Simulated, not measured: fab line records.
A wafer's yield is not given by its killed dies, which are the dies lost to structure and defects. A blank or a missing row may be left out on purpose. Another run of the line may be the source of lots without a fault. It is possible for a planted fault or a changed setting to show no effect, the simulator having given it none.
A struck lot beside a sound one | flow sky130 | 26 out of 708 route steps
Sound: the wafers L238.3, L238.4, L238.6. Wafers struck: L241.4, L241.5, L241.6. The cause is given at the end.
Each step with rows lists, per side, the tool, then ch with its chambers, then its first start. Under that, the readings that differ: sound wafers | struck wafers | difference of the means | sigmas: that difference in standard deviations of wafers without a fault.
alike: words and numbers the same on both sides, and readings whose means are apart by under 2 such deviations; not compared: readings that were withheld, readings missing a value for some wafer, numbers with overlapping values and no deviation given by the record, and bounds like >300 which may hide the same value.
Wherever a step has rows on one side only, a row that says differs or no value, or a row with sigmas, the two part there. Non-overlapping numbers with no deviation appear without sigmas and do not part them. Lack of a reading on every wafer of one side parts them only where that side has two or more wafers.

SKY_PWDE_TW_MEAS_10:
  sound on film-metro-04 at day 4 19:19; struck on film-metro-04 at day 5 05:50
  alike: PWDE_TW
then, 7 steps without rows for these wafers: SKY_NWELL_DEHYDRATE_03 (time 60 s); SKY_NWELL_HMDS_04 (prime time 60 s); SKY_NWELL_COAT_05 (resist thk 3000 nm); SKY_NWELL_SOFTBAKE_06; SKY_NWELL_EXPOSE_07 (exposes mask NWM, target cd 840 nm); SKY_NWELL_PEB_08; SKY_NWELL_DEVELOP_09 (develop time 60 s).
SKY_NWELL_OVL_MEAS_10:
  sound on overlay-02 at day 5 13:25; struck on overlay-01 at day 5 23:58
  reading           | sound          | struck      | difference | sigmas
  NWELL_00_OVL (nm) | -2.1 -1.0 -2.1 | 1.0 1.0 0.9 | +2.7       | +2
then, 3 steps without rows for these wafers: SKY_NWELL_IMPLANT_11; SKY_NWELL_IMPLANT_12; SKY_NWELL_IMPLANT_13.
SKY_NWELL_STRIP_14: strips in O2/N2.
  sound on plasma-asher-01 ch 0,1, day 5 13:55; struck on plasma-asher-04 ch 0,1, day 6 00:29
  reading                                 | sound             | struck            | difference                    | sigmas
  oes-product-au (a.u.)                   | 0.717 0.724 0.719 | 0.948 0.958 0.961 | +0.236                        | +47
  strip-time-to-endpoint-s (s)            | 36.92 36.93 36.94 | - - -             | no value on the struck wafers |
  model.coat_of_NWELL_COAT_05.thk-nm (nm) | 0 0 0             | 791.8 795.8 791.5 | +793.0                        |
  alike: drypump-motor-current-A
  not compared: rf-hours-counter-h
SKY_NWELL_TW_MEAS_15:
  sound on film-metro-01 at day 5 14:01; struck on film-metro-04 at day 6 00:34
  reading  | sound          | struck         | difference | sigmas
  NWELL_TW | 1794 1803 1800 | 1834 1836 1841 | +38        | +3
then, 7 steps without rows for these wafers: SKY_NWELL_DEHYDRATE_16 (time 60 s); SKY_NWELL_HMDS_17 (prime time 60 s); SKY_NWELL_COAT_18 (resist thk 3000 nm); SKY_NWELL_SOFTBAKE_19; SKY_NWELL_EXPOSE_20 (exposes mask NWM COMPLEMENT, target cd 840 nm); SKY_NWELL_PEB_21; SKY_NWELL_DEVELOP_22 (develop time 60 s).
SKY_NWELL_OVL_MEAS_23:
  sound on overlay-02 at day 6 08:01; struck on overlay-01 at day 6 19:16
  alike: NWELL_01_OVL
following that, these wafers have no rows for 1 step: SKY_NWELL_IMPLANT_24.
SKY_NWELL_STRIP_25: strips in O2/N2.
  sound on plasma-asher-04 ch 0,1, day 6 08:13; struck on plasma-asher-01 ch 0,1, day 6 19:28
  reading                      | sound             | struck            | difference | sigmas
  strip-time-to-endpoint-s (s) | 36.79 36.74 36.80 | 48.61 48.66 48.70 | +11.88     | +99 or more
  alike: drypump-motor-current-A, oes-product-au
  not compared: rf-hours-counter-h
SKY_NWELL_TW_MEAS_26:
  sound on film-metro-01 at day 6 08:18; struck on film-metro-01 at day 6 19:34
  reading    | sound       | struck   | difference | sigmas
  NWELL_2_TW | 490 492 489 | 31 30 31 | -460       | -98
then, 1 step without rows for these wafers: SKY_NWELL_CLEAN_27 (cleans in SC1/SC2, time 150 s).

== WHERE THEY PART ==
First at SKY_NWELL_OVL_MEAS_10; last, within this record, at SKY_NWELL_TW_MEAS_26.

WHY: what the simulator had put in
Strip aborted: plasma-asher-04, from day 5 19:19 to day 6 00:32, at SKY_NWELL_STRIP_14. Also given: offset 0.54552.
